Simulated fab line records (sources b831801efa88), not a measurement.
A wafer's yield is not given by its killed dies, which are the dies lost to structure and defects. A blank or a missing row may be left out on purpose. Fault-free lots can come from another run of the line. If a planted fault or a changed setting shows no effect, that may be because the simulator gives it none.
Split-lot study	flow sky130	on a route of 708 steps: 5 lots, 23 wafers read

SPLIT DETAILS
At SKY_LDD_HVN_IMPLANT_08, the setting dose cm2 was moved away from the recipe's 3e+13 on 7 of the 23 wafers read, by -5.1% to +3.7%. All remaining wafers had this setting at the recipe value.

THE PATH FROM SPLIT TO READING: the file shows 1 step between them
- SKY_LDD_HVN_STRIP_09: strips in O2/N2

THE READING
LDD_HVN_TW, at SKY_LDD_HVN_TW_MEAS_10. Fault-free wafers of this fab line usually give 1423, standard deviation 6.7.

wafer	tool, chamber at the split	dose cm2 as run	against the recipe	LDD_HVN_TW	against lot-mates on the recipe
L074.2	implanter-04, 0	3e+13	recipe	1426	-
L074.4	implanter-04, 0	3e+13	recipe	1430	-
L074.5	implanter-04, 0	3e+13	recipe	1419	-
L076.1	implanter-04, 0	3e+13	recipe	1429	-
L076.2	implanter-04, 0	3e+13	recipe	1428	-
L076.4	implanter-04, 0	3e+13	recipe	1431	-
L076.5	implanter-04, 0	3e+13	recipe	1432	-
L076.6	implanter-04, 0	3e+13	recipe	1428	-
L081.1	implanter-04, 0	3e+13	recipe	1411	-
L081.2	implanter-04, 0	3e+13	recipe	1415	-
L081.3	implanter-04, 0	3.06e+13	+2.0%	1426	+12
L081.5	implanter-04, 0	3e+13	recipe	1417	-
L081.6	implanter-04, 0	3.06e+13	+2.0%	1429	+15
L083.1	implanter-04, 0	2.847e+13	-5.1%	1397	-23
L083.2	implanter-04, 0	2.847e+13	-5.1%	1394	-26
L083.3	implanter-04, 0	3e+13	recipe	1416	-
L083.4	implanter-04, 0	3e+13	recipe	1419	-
L083.6	implanter-04, 0	3e+13	recipe	1426	-
L085.1	implanter-02, 0	3.11e+13	+3.7%	1445	+12
L085.2	implanter-02, 0	3.11e+13	+3.7%	1455	+22
L085.4	implanter-02, 0	3e+13	recipe	1434	-
L085.5	implanter-02, 0	3e+13	recipe	1433	-
L085.6	implanter-02, 0	3.11e+13	+3.7%	1449	+16

FIT RESULTS
A straight line over all 23 wafers: LDD_HVN_TW changes by +5.83 for each +1% of dose cm2; r = +0.87; the points scatter about the line by 7.1.
The same after taking each lot's own level away (the mean of its wafers on the recipe; 23 wafers): +4.82 for each +1%; r = +0.95; scatter 3.4.
That fit puts the effect of the largest move of dose cm2 on the reading at 25.
The lots' own levels span 1414.3 to 1433.5, that is 2.9 times the standard deviation above.
Thus the slope moves with the lot-to-lot level: the two fits are different.
Check: for one of the wafers moved furthest among these (-5.1%), held out of the fit, the line's prediction against its lot-mates is -25. Against them it came out at -23.3.

OTHER SPLITS APPLIED TO THESE WAFERS
These wafers also went through other splits before the reading. Each is held against what the fit with the lots' levels taken away leaves over:
other split on the same wafers	wafers away from the commonest value	r with LDD_HVN_TW (lot level and that fit taken away)
SKY_VT_ADJUST_HVTR_IMPLANT_09 dose cm2	10	-0.24
SKY_VT_ADJUST_PCH_IMPLANT_08 energy kev	4	-0.16
SKY_SONOS_ONO_DEVELOP_12 develop time s	6	-0.19
SKY_POLY_GATE_CVD_00 pressure mtorr	18	+0.08
SKY_POLY_GATE_IMPLANT_02 energy kev	5	-0.03
SKY_LDD_N_COAT_02 spin rpm	7	+0.30
SKY_LDD_N_IMPLANT_11 dose cm2	6	+0.02
SKY_LDD_P_DEVELOP_06 dev temp c	6	+0.16

FILE'S OWN FIT
LDD_HVN_TW changes by +4.93 for each +1% of dose cm2, r = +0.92.
